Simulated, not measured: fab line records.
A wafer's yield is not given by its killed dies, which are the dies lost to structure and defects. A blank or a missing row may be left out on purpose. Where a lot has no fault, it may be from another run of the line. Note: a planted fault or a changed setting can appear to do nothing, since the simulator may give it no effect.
Which tool is to blame? :: flow gf180mcu :: 24 lots with 72 wafers sampled at 5 steps, on a route of 602 steps

== WHAT THE GAUGES READ, wafer by wafer ==
GF_V1_RS_MEAS_24: a four-point-probe measurement. Usual: V1_W_RS typically reads 0.324 ohm/sq, with standard deviation 0.0046.
lot: L074
measured: day 18 08:22
on: film_metro-02
V1_W_RS (ohm/sq): 0.328 0.325 0.331
flag: 

lot: L075
measured: day 18 09:00
on: film_metro-04
V1_W_RS (ohm/sq): 0.320 0.330 0.318
flag: 

lot: L076
measured: day 19 00:31
on: film_metro-01
V1_W_RS (ohm/sq): 0.325 0.329 0.325
flag: 

lot: L077
measured: day 19 06:20
on: film_metro-02
V1_W_RS (ohm/sq): 0.328 0.335 0.328
flag: 

lot: L078
measured: day 19 19:50
on: film_metro-04
V1_W_RS (ohm/sq): 0.326 0.321 0.322
flag: 

lot: L079
measured: day 20 03:26
on: film_metro-02
V1_W_RS (ohm/sq): 0.328 0.326 0.329
flag: 

lot: L080
measured: day 20 19:53
on: film_metro-01
V1_W_RS (ohm/sq): 0.325 0.323 0.320
flag: 

lot: L081
measured: day 21 02:14
on: film_metro-01
V1_W_RS (ohm/sq): 0.331 0.324 0.327
flag: 

lot: L082
measured: day 21 12:17
on: film_metro-02
V1_W_RS (ohm/sq): 0.322 0.313 0.325
flag: 

lot: L083
measured: day 21 19:09
on: film_metro-01
V1_W_RS (ohm/sq): 0.314 0.327 0.319
flag: 

lot: L084
measured: day 21 23:05
on: film_metro-01
V1_W_RS (ohm/sq): 0.324 0.322 0.318
flag: 

lot: L085
measured: day 22 07:30
on: film_metro-02
V1_W_RS (ohm/sq): 0.319 0.325 0.318
flag: 

lot: L086
measured: day 22 23:33
on: film_metro-01
V1_W_RS (ohm/sq): 0.321 0.326 0.319
flag: 

lot: L087
measured: day 23 04:23
on: film_metro-04
V1_W_RS (ohm/sq): 0.326 0.315 0.314
flag: 

lot: L088
measured: day 23 09:28
on: film_metro-02
V1_W_RS (ohm/sq): 0.326 0.313 0.317
flag: 

lot: L089
measured: day 23 19:32
on: film_metro-02
V1_W_RS (ohm/sq): 0.325 0.329 0.325
flag: 

lot: L090
measured: day 24 01:23
on: film_metro-04
V1_W_RS (ohm/sq): 0.325 0.328 0.319
flag: 

lot: L091
measured: day 24 07:56
on: film_metro-01
V1_W_RS (ohm/sq): 0.325 0.326 0.334
flag: 

lot: L092
measured: day 24 12:59
on: film_metro-04
V1_W_RS (ohm/sq): 0.328 0.331 0.326
flag: 

lot: L093
measured: day 25 06:17
on: film_metro-02
V1_W_RS (ohm/sq): 0.319 0.324 0.320
flag: 

lot: L094
measured: day 25 08:48
on: film_metro-02
V1_W_RS (ohm/sq): 0.320 0.320 0.326
flag: 

lot: L095
measured: day 25 15:52
on: film_metro-01
V1_W_RS (ohm/sq): 0.322 0.322 0.320
flag: 

lot: L096
measured: day 26 01:31
on: film_metro-01
V1_W_RS (ohm/sq): 0.321 0.323 0.321
flag: 

lot: L097
measured: day 26 08:35
on: film_metro-04
V1_W_RS (ohm/sq): 0.325 0.327 0.329
flag: 

GF_V2_THK_MEAS_01. Usual: V2_CVD_00_THK typically reads 597 nm, with standard deviation 7.
lot: L074
measured: day 19 10:30
on: film_metro-04
V2_CVD_00_THK (nm): 608 603 603
flag: 

lot: L075
measured: day 19 10:46
on: film_metro-04
V2_CVD_00_THK (nm): 585 607 599
flag: 

lot: L076
measured: day 20 03:20
on: film_metro-04
V2_CVD_00_THK (nm): 589 593 609
flag: 

lot: L077
measured: day 20 08:11
on: film_metro-04
V2_CVD_00_THK (nm): 593 589 591
flag: 

lot: L078
measured: day 20 21:14
on: film_metro-04
V2_CVD_00_THK (nm): 589 580 592
flag: 

lot: L079
measured: day 21 05:40
on: film_metro-02
V2_CVD_00_THK (nm): 600 603 602
flag: 

lot: L080
measured: day 21 20:56
on: film_metro-02
V2_CVD_00_THK (nm): 596 596 587
flag: 

lot: L081
measured: day 22 03:13
on: film_metro-03
V2_CVD_00_THK (nm): 602 598 605
flag: 

lot: L082
measured: day 22 13:22
on: film_metro-04
V2_CVD_00_THK (nm): 600 594 592
flag: 

lot: L083
measured: day 22 20:04
on: film_metro-04
V2_CVD_00_THK (nm): 576 585 595
flag: 

lot: L084
measured: day 23 00:01
on: film_metro-03
V2_CVD_00_THK (nm): 600 600 599
flag: 

lot: L085
measured: day 23 08:11
on: film_metro-04
V2_CVD_00_THK (nm): 602 595 590
flag: 

lot: L086
measured: day 23 23:38
on: film_metro-03
V2_CVD_00_THK (nm): 594 606 588
flag: 

lot: L087
measured: day 24 04:35
on: film_metro-04
V2_CVD_00_THK (nm): 597 592 594
flag: 

lot: L088
measured: day 24 09:18
on: film_metro-04
V2_CVD_00_THK (nm): 595 596 597
flag: 

lot: L089
measured: day 24 19:06
on: film_metro-04
V2_CVD_00_THK (nm): 600 599 593
flag: 

lot: L090
measured: day 25 00:55
on: film_metro-04
V2_CVD_00_THK (nm): 594 597 600
flag: 

lot: L091
measured: day 25 07:59
on: film_metro-02
V2_CVD_00_THK (nm): 591 602 594
flag: 

lot: L092
measured: day 25 13:06
on: film_metro-02
V2_CVD_00_THK (nm): 601 601 594
flag: 

lot: L093
measured: day 26 04:50
on: film_metro-04
V2_CVD_00_THK (nm): 603 603 596
flag: 

lot: L094
measured: day 26 07:29
on: film_metro-03
V2_CVD_00_THK (nm): 598 609 593
flag: 

lot: L095
measured: day 26 14:27
on: film_metro-02
V2_CVD_00_THK (nm): 610 606 605
flag: 

lot: L096
measured: day 26 22:55
on: film_metro-03
V2_CVD_00_THK (nm): 598 605 595
flag: 

lot: L097
measured: day 27 10:56
on: film_metro-04
V2_CVD_00_THK (nm): 604 604 593
flag: 

GF_V2_BOW_MEAS_05. Usual: V2_BOW typically reads 100 um, with standard deviation 8.1.
lot: L074
measured: day 19 10:59
on: film_metro-04
V2_BOW (um): 96 106 102
flag: 

lot: L075
measured: day 19 11:16
on: film_metro-03
V2_BOW (um): 93 99 93
flag: 

lot: L076
measured: day 20 03:49
on: film_metro-04
V2_BOW (um): 103 93 98
flag: 

lot: L077
measured: day 20 08:41
on: film_metro-02
V2_BOW (um): 106 81 105
flag: 

lot: L078
measured: day 20 21:44
on: film_metro-03
V2_BOW (um): 99 102 104
flag: 

lot: L079
measured: day 21 06:09
on: film_metro-04
V2_BOW (um): 89 87 98
flag: 

lot: L080
measured: day 21 21:27
on: film_metro-03
V2_BOW (um): 88 100 99
flag: 

lot: L081
measured: day 22 03:44
on: film_metro-03
V2_BOW (um): 101 105 107
flag: 

lot: L082
measured: day 22 13:51
on: film_metro-02
V2_BOW (um): 110 111 107
flag: 

lot: L083
measured: day 22 20:35
on: film_metro-02
V2_BOW (um): 105 85 100
flag: 

lot: L084
measured: day 23 00:31
on: film_metro-02
V2_BOW (um): 115 120 104
flag: 

lot: L085
measured: day 23 08:41
on: film_metro-03
V2_BOW (um): 103 98 98
flag: 

lot: L086
measured: day 24 00:08
on: film_metro-04
V2_BOW (um): 97 87 97
flag: 

lot: L087
measured: day 24 05:05
on: film_metro-02
V2_BOW (um): 85 88 86
flag: 

lot: L088
measured: day 24 09:47
on: film_metro-02
V2_BOW (um): 94 110 94
flag: 

lot: L089
measured: day 24 19:37
on: film_metro-03
V2_BOW (um): 98 106 102
flag: 

lot: L090
measured: day 25 01:24
on: film_metro-03
V2_BOW (um): 86 106 105
flag: 

lot: L091
measured: day 25 08:33
on: film_metro-02
V2_BOW (um): 102 103 86
flag: 

lot: L092
measured: day 25 13:35
on: film_metro-03
V2_BOW (um): 117 118 101
flag: 

lot: L093
measured: day 26 05:20
on: film_metro-02
V2_BOW (um): 94 99 99
flag: 

lot: L094
measured: day 26 08:07
on: film_metro-03
V2_BOW (um): 92 108 103
flag: 

lot: L095
measured: day 26 14:58
on: film_metro-02
V2_BOW (um): 109 119 99
flag: 

lot: L096
measured: day 26 23:25
on: film_metro-03
V2_BOW (um): 91 93 97
flag: 

lot: L097
measured: day 27 11:26
on: film_metro-02
V2_BOW (um): 99 98 99
flag: 

== WHAT TOOL EACH LOT RAN ON (gives the tool, then ch and the chambers of the sampled wafers, and finally the start) ==
lot: L074
GF_MVPSD_STRIP_10: plasma_asher-03 ch 0, day 5 04:10
GF_M1_STRIP_17: plasma_asher-03 ch 0,1, day 17 07:02

lot: L075
GF_MVPSD_STRIP_10: plasma_asher-04 ch 0,1, day 5 06:40
GF_M1_STRIP_17: plasma_asher-02 ch 0,1, day 17 07:49

lot: L076
GF_MVPSD_STRIP_10: plasma_asher-04 ch 0,1, day 5 11:50
GF_M1_STRIP_17: plasma_asher-03 ch 0,1, day 17 22:11

lot: L077
GF_MVPSD_STRIP_10: plasma_asher-04 ch 0,1, day 5 19:22
GF_M1_STRIP_17: plasma_asher-03 ch 0,1, day 18 04:22

lot: L078
GF_MVPSD_STRIP_10: plasma_asher-04 ch 0,1, day 6 00:07
GF_M1_STRIP_17: plasma_asher-01 ch 0,1, day 18 16:58

lot: L079
GF_MVPSD_STRIP_10: plasma_asher-04 ch 0,1, day 6 06:13
GF_M1_STRIP_17: plasma_asher-03 ch 0,1, day 19 00:35

lot: L080
GF_MVPSD_STRIP_10: plasma_asher-03 ch 0,1, day 6 15:36
GF_M1_STRIP_17: plasma_asher-01 ch 0,1, day 19 17:37

lot: L081
GF_MVPSD_STRIP_10: plasma_asher-04 ch 0,1, day 6 19:07
GF_M1_STRIP_17: plasma_asher-03 ch 0,1, day 20 00:10

lot: L082
GF_MVPSD_STRIP_10: plasma_asher-04 ch 0,1, day 7 00:17
GF_M1_STRIP_17: plasma_asher-01 ch 0,1, day 20 10:11

lot: L083
GF_MVPSD_STRIP_10: plasma_asher-04 ch 0,1, day 7 06:42
GF_M1_STRIP_17: plasma_asher-01 ch 0,1, day 20 16:54

lot: L084
GF_MVPSD_STRIP_10: plasma_asher-02 ch 0,1, day 7 12:10
GF_M1_STRIP_17: plasma_asher-01 ch 1, day 20 21:17

lot: L085
GF_MVPSD_STRIP_10: plasma_asher-04 ch 0,1, day 7 18:32
GF_M1_STRIP_17: plasma_asher-03 ch 0,1, day 21 05:55

lot: L086
GF_MVPSD_STRIP_10: plasma_asher-03 ch 1, day 8 00:56
GF_M1_STRIP_17: plasma_asher-03 ch 0,1, day 21 21:16

lot: L087
GF_MVPSD_STRIP_10: plasma_asher-02 ch 0,1, day 8 06:23
GF_M1_STRIP_17: plasma_asher-03 ch 0,1, day 22 03:17

lot: L088
GF_MVPSD_STRIP_10: plasma_asher-04 ch 0,1, day 8 14:31
GF_M1_STRIP_17: plasma_asher-02 ch 0,1, day 22 08:56

lot: L089
GF_MVPSD_STRIP_10: plasma_asher-02 ch 0,1, day 8 20:25
GF_M1_STRIP_17: plasma_asher-03 ch 0,1, day 22 17:55

lot: L090
GF_MVPSD_STRIP_10: plasma_asher-02 ch 0,1, day 8 23:55
GF_M1_STRIP_17: plasma_asher-03 ch 0,1, day 23 01:07

lot: L091
GF_MVPSD_STRIP_10: plasma_asher-02 ch 0,1, day 9 06:25
GF_M1_STRIP_17: plasma_asher-03 ch 0,1, day 23 07:11

lot: L092
GF_MVPSD_STRIP_10: plasma_asher-02 ch 0,1, day 9 12:31
GF_M1_STRIP_17: plasma_asher-02 ch 0,1, day 23 12:41

lot: L093
GF_MVPSD_STRIP_10: plasma_asher-04 ch 0, day 9 19:46
GF_M1_STRIP_17: plasma_asher-01 ch 1, day 24 05:53

lot: L094
GF_MVPSD_STRIP_10: plasma_asher-03 ch 0,1, day 9 23:25
GF_M1_STRIP_17: plasma_asher-01 ch 0,1, day 24 08:13

lot: L095
GF_MVPSD_STRIP_10: plasma_asher-02 ch 0,1, day 10 07:48
GF_M1_STRIP_17: plasma_asher-01 ch 0,1, day 24 15:31

lot: L096
GF_MVPSD_STRIP_10: plasma_asher-02 ch 0,1, day 10 13:21
GF_M1_STRIP_17: plasma_asher-02 ch 0,1, day 25 02:25

lot: L097
GF_MVPSD_STRIP_10: plasma_asher-02 ch 0,1, day 10 18:17
GF_M1_STRIP_17: plasma_asher-02 ch 0,1, day 25 09:13
- GF_MVPSD_STRIP_10: strips in O2/N2.
- GF_M1_STRIP_17: strips in O2/N2.

== WHAT THE TOOLS THEMSELVES READ (means of the sampled wafers that have a number; where no wafer has one, the mark that the record gives instead) ==
GF_MVPSD_STRIP_10. Usual: drypump_motor_current_A 5.8 A, standard deviation 0.56; heater_power_w 360 W, standard deviation 44; o2_flow_sccm 3002 sccm, standard deviation 8.1; oes_product_au 0.723 a.u., standard deviation 0.0045; strip_time_to_endpoint_s 36.93 s, standard deviation 0.11.
lot: L074
tool: plasma_asher-03
drypump_motor_current_A (A): 5.6
heater_power_w (W): 324
o2_flow_sccm (sccm): 3010
oes_product_au (a.u.): 0.719
strip_time_to_endpoint_s (s): 36.93
flag: 

lot: L075
tool: plasma_asher-04
drypump_motor_current_A (A): 6.4
heater_power_w (W): 398
o2_flow_sccm (sccm): 3002
oes_product_au (a.u.): 0.722
strip_time_to_endpoint_s (s): 36.91
flag: 

lot: L076
tool: plasma_asher-04
drypump_motor_current_A (A): 6.3
heater_power_w (W): 393
o2_flow_sccm (sccm): 3003
oes_product_au (a.u.): 0.721
strip_time_to_endpoint_s (s): 36.83
flag: 

lot: L077
tool: plasma_asher-04
drypump_motor_current_A (A): 6.4
heater_power_w (W): 395
o2_flow_sccm (sccm): 3003
oes_product_au (a.u.): 0.727
strip_time_to_endpoint_s (s): 37.11
flag: 

lot: L078
tool: plasma_asher-04
drypump_motor_current_A (A): 6.3
heater_power_w (W): 397
o2_flow_sccm (sccm): 2993
oes_product_au (a.u.): 0.724
strip_time_to_endpoint_s (s): 36.89
flag: 

lot: L079
tool: plasma_asher-04
drypump_motor_current_A (A): 6.3
heater_power_w (W): 392
o2_flow_sccm (sccm): 2999
oes_product_au (a.u.): 0.724
strip_time_to_endpoint_s (s): 36.85
flag: 

lot: L080
tool: plasma_asher-03
drypump_motor_current_A (A): 5.1
heater_power_w (W): 307
o2_flow_sccm (sccm): 3004
oes_product_au (a.u.): 0.723
strip_time_to_endpoint_s (s): 36.78
flag: 

lot: L081
tool: plasma_asher-04
drypump_motor_current_A (A): 6.3
heater_power_w (W): 400
o2_flow_sccm (sccm): 3006
oes_product_au (a.u.): 0.724
strip_time_to_endpoint_s (s): 36.92
flag: 

lot: L082
tool: plasma_asher-04
drypump_motor_current_A (A): 6.3
heater_power_w (W): 396
o2_flow_sccm (sccm): 3003
oes_product_au (a.u.): 0.719
strip_time_to_endpoint_s (s): 37.07
flag: 

lot: L083
tool: plasma_asher-04
drypump_motor_current_A (A): 6.2
heater_power_w (W): 403
o2_flow_sccm (sccm): 3005
oes_product_au (a.u.): 0.725
strip_time_to_endpoint_s (s): 36.98
flag: 

lot: L084
tool: plasma_asher-02
drypump_motor_current_A (A): 5.3
heater_power_w (W): 352
o2_flow_sccm (sccm): 3011
oes_product_au (a.u.): 0.725
strip_time_to_endpoint_s (s): 37.01
flag: 

lot: L085
tool: plasma_asher-04
drypump_motor_current_A (A): 6.4
heater_power_w (W): 394
o2_flow_sccm (sccm): 3002
oes_product_au (a.u.): 0.719
strip_time_to_endpoint_s (s): 36.93
flag: 

lot: L086
tool: plasma_asher-03
drypump_motor_current_A (A): 4.9
heater_power_w (W): 292
o2_flow_sccm (sccm): 3009
oes_product_au (a.u.): 0.720
strip_time_to_endpoint_s (s): 36.98
flag: 

lot: L087
tool: plasma_asher-02
drypump_motor_current_A (A): 5.5
heater_power_w (W): 324
o2_flow_sccm (sccm): 3002
oes_product_au (a.u.): 0.722
strip_time_to_endpoint_s (s): 36.81
flag: 

lot: L088
tool: plasma_asher-04
drypump_motor_current_A (A): 6.4
heater_power_w (W): 398
o2_flow_sccm (sccm): 3006
oes_product_au (a.u.): 0.722
strip_time_to_endpoint_s (s): 36.83
flag: 

lot: L089
tool: plasma_asher-02
drypump_motor_current_A (A): 5.3
heater_power_w (W): 357
o2_flow_sccm (sccm): 3002
oes_product_au (a.u.): 0.721
strip_time_to_endpoint_s (s): 36.95
flag: 

lot: L090
tool: plasma_asher-02
drypump_motor_current_A (A): 5.3
heater_power_w (W): 354
o2_flow_sccm (sccm): 2991
oes_product_au (a.u.): 0.724
strip_time_to_endpoint_s (s): 36.84
flag: 

lot: L091
tool: plasma_asher-02
drypump_motor_current_A (A): 5.5
heater_power_w (W): 324
o2_flow_sccm (sccm): 3007
oes_product_au (a.u.): 0.728
strip_time_to_endpoint_s (s): 36.96
flag: 

lot: L092
tool: plasma_asher-02
drypump_motor_current_A (A): 5.3
heater_power_w (W): 354
o2_flow_sccm (sccm): 3005
oes_product_au (a.u.): 0.722
strip_time_to_endpoint_s (s): 36.86
flag: 

lot: L093
tool: plasma_asher-04
drypump_motor_current_A (A): 6.1
heater_power_w (W): 407
o2_flow_sccm (sccm): 2995
oes_product_au (a.u.): 0.724
strip_time_to_endpoint_s (s): 37.09
flag: 

lot: L094
tool: plasma_asher-03
drypump_motor_current_A (A): 5.4
heater_power_w (W): 313
o2_flow_sccm (sccm): 3001
oes_product_au (a.u.): 0.723
strip_time_to_endpoint_s (s): 37.06
flag: 

lot: L095
tool: plasma_asher-02
drypump_motor_current_A (A): 5.5
heater_power_w (W): 332
o2_flow_sccm (sccm): 3003
oes_product_au (a.u.): 0.721
strip_time_to_endpoint_s (s): 36.99
flag: 

lot: L096
tool: plasma_asher-02
drypump_motor_current_A (A): 5.3
heater_power_w (W): 355
o2_flow_sccm (sccm): 3007
oes_product_au (a.u.): 0.723
strip_time_to_endpoint_s (s): 36.75
flag: 

lot: L097
tool: plasma_asher-02
drypump_motor_current_A (A): 5.3
heater_power_w (W): 351
o2_flow_sccm (sccm): 2993
oes_product_au (a.u.): 0.726
strip_time_to_endpoint_s (s): 37.03
flag: 

GF_M1_STRIP_17. Usual: drypump_motor_current_A 5.5 A, standard deviation 0.49; heater_power_w 324 W, standard deviation 28; o2_flow_sccm 3000 sccm, standard deviation 9.2; oes_product_au 0.558 a.u., standard deviation 0.0053; strip_time_to_endpoint_s 7.87 s, standard deviation 0.046.
lot: L074
tool: plasma_asher-03
drypump_motor_current_A (A): 5.4
heater_power_w (W): 316
o2_flow_sccm (sccm): 3002
oes_product_au (a.u.): 0.560
strip_time_to_endpoint_s (s): 7.86
flag: 

lot: L075
tool: plasma_asher-02
drypump_motor_current_A (A): 5.5
heater_power_w (W): 322
o2_flow_sccm (sccm): 2998
oes_product_au (a.u.): 0.559
strip_time_to_endpoint_s (s): 7.92
flag: 

lot: L076
tool: plasma_asher-03
drypump_motor_current_A (A): 5.1
heater_power_w (W): 303
o2_flow_sccm (sccm): 3002
oes_product_au (a.u.): 0.556
strip_time_to_endpoint_s (s): 7.84
flag: 

lot: L077
tool: plasma_asher-03
drypump_motor_current_A (A): 5.1
heater_power_w (W): 302
o2_flow_sccm (sccm): 3004
oes_product_au (a.u.): 0.552
strip_time_to_endpoint_s (s): 7.85
flag: 

lot: L078
tool: plasma_asher-01
drypump_motor_current_A (A): 6.1
heater_power_w (W): 336
o2_flow_sccm (sccm): 3000
oes_product_au (a.u.): 0.557
strip_time_to_endpoint_s (s): 7.92
flag: 

lot: L079
tool: plasma_asher-03
drypump_motor_current_A (A): 5.4
heater_power_w (W): 315
o2_flow_sccm (sccm): 2995
oes_product_au (a.u.): 0.562
strip_time_to_endpoint_s (s): 7.94
flag: 

lot: L080
tool: plasma_asher-01
drypump_motor_current_A (A): 6.1
heater_power_w (W): 342
o2_flow_sccm (sccm): 3002
oes_product_au (a.u.): 0.557
strip_time_to_endpoint_s (s): 7.81
flag: 

lot: L081
tool: plasma_asher-03
drypump_motor_current_A (A): 5.4
heater_power_w (W): 314
o2_flow_sccm (sccm): 2989
oes_product_au (a.u.): 0.564
strip_time_to_endpoint_s (s): 7.90
flag: 

lot: L082
tool: plasma_asher-01
drypump_motor_current_A (A): 5.7
heater_power_w (W): 330
o2_flow_sccm (sccm): 2998
oes_product_au (a.u.): 0.556
strip_time_to_endpoint_s (s): 7.85
flag: 

lot: L083
tool: plasma_asher-01
drypump_motor_current_A (A): 6.1
heater_power_w (W): 340
o2_flow_sccm (sccm): 3009
oes_product_au (a.u.): 0.553
strip_time_to_endpoint_s (s): 7.86
flag: 

lot: L084
tool: plasma_asher-01
drypump_motor_current_A (A): 5.5
heater_power_w (W): 312
o2_flow_sccm (sccm): 3011
oes_product_au (a.u.): 0.558
strip_time_to_endpoint_s (s): 7.87
flag: 

lot: L085
tool: plasma_asher-03
drypump_motor_current_A (A): 5.1
heater_power_w (W): 304
o2_flow_sccm (sccm): 3005
oes_product_au (a.u.): 0.564
strip_time_to_endpoint_s (s): 7.91
flag: 

lot: L086
tool: plasma_asher-03
drypump_motor_current_A (A): 5.1
heater_power_w (W): 306
o2_flow_sccm (sccm): 3000
oes_product_au (a.u.): 0.555
strip_time_to_endpoint_s (s): 7.90
flag: 

lot: L087
tool: plasma_asher-03
drypump_motor_current_A (A): 5.4
heater_power_w (W): 311
o2_flow_sccm (sccm): 3001
oes_product_au (a.u.): 0.557
strip_time_to_endpoint_s (s): 7.85
flag: 

lot: L088
tool: plasma_asher-02
drypump_motor_current_A (A): 5.5
heater_power_w (W): 332
o2_flow_sccm (sccm): 3010
oes_product_au (a.u.): 0.556
strip_time_to_endpoint_s (s): 7.83
flag: 

lot: L089
tool: plasma_asher-03
drypump_motor_current_A (A): 5.4
heater_power_w (W): 312
o2_flow_sccm (sccm): 2997
oes_product_au (a.u.): 0.557
strip_time_to_endpoint_s (s): 7.88
flag: 

lot: L090
tool: plasma_asher-03
drypump_motor_current_A (A): 5.4
heater_power_w (W): 312
o2_flow_sccm (sccm): 2990
oes_product_au (a.u.): 0.557
strip_time_to_endpoint_s (s): 7.81
flag: 

lot: L091
tool: plasma_asher-03
drypump_motor_current_A (A): 5.4
heater_power_w (W): 314
o2_flow_sccm (sccm): 3002
oes_product_au (a.u.): 0.557
strip_time_to_endpoint_s (s): 7.86
flag: 

lot: L092
tool: plasma_asher-02
drypump_motor_current_A (A): 5.5
heater_power_w (W): 335
o2_flow_sccm (sccm): 3008
oes_product_au (a.u.): 0.557
strip_time_to_endpoint_s (s): 7.88
flag: 

lot: L093
tool: plasma_asher-01
drypump_motor_current_A (A): 5.5
heater_power_w (W): 318
o2_flow_sccm (sccm): 2991
oes_product_au (a.u.): 0.563
strip_time_to_endpoint_s (s): 7.86
flag: 

lot: L094
tool: plasma_asher-01
drypump_motor_current_A (A): 5.8
heater_power_w (W): 328
o2_flow_sccm (sccm): 2992
oes_product_au (a.u.): 0.561
strip_time_to_endpoint_s (s): 7.89
flag: 

lot: L095
tool: plasma_asher-01
drypump_motor_current_A (A): 5.8
heater_power_w (W): 326
o2_flow_sccm (sccm): 3001
oes_product_au (a.u.): 0.559
strip_time_to_endpoint_s (s): 7.85
flag: 

lot: L096
tool: plasma_asher-02
drypump_motor_current_A (A): 5.3
heater_power_w (W): 361
o2_flow_sccm (sccm): 2994
oes_product_au (a.u.): 0.553
strip_time_to_endpoint_s (s): 7.87
flag: 

lot: L097
tool: plasma_asher-02
drypump_motor_current_A (A): 5.5
heater_power_w (W): 335
o2_flow_sccm (sccm): 2994
oes_product_au (a.u.): 0.555
strip_time_to_endpoint_s (s): 7.86
flag: 

== THE ANSWER, worked out from the rows above alone ==
Rule: lot off if the mean of its wafers having a number is beyond 3 standard deviations from the usual mean. A lot without any number at a reading at which 4 lots or more have one is off too. Any other lot the step has rows for is counted as sound. First the gauges in route order, then the tools' own readings, where a lot's mean is used as printed above. The first step at which some lot is off is used, and at that step the reading that is off furthest; a lot without a number counts as furthest.
Nothing can be told from this: no lot is off at any reading shown.

== WHAT HAD BEEN PUT IN BY THE SIMULATOR ==
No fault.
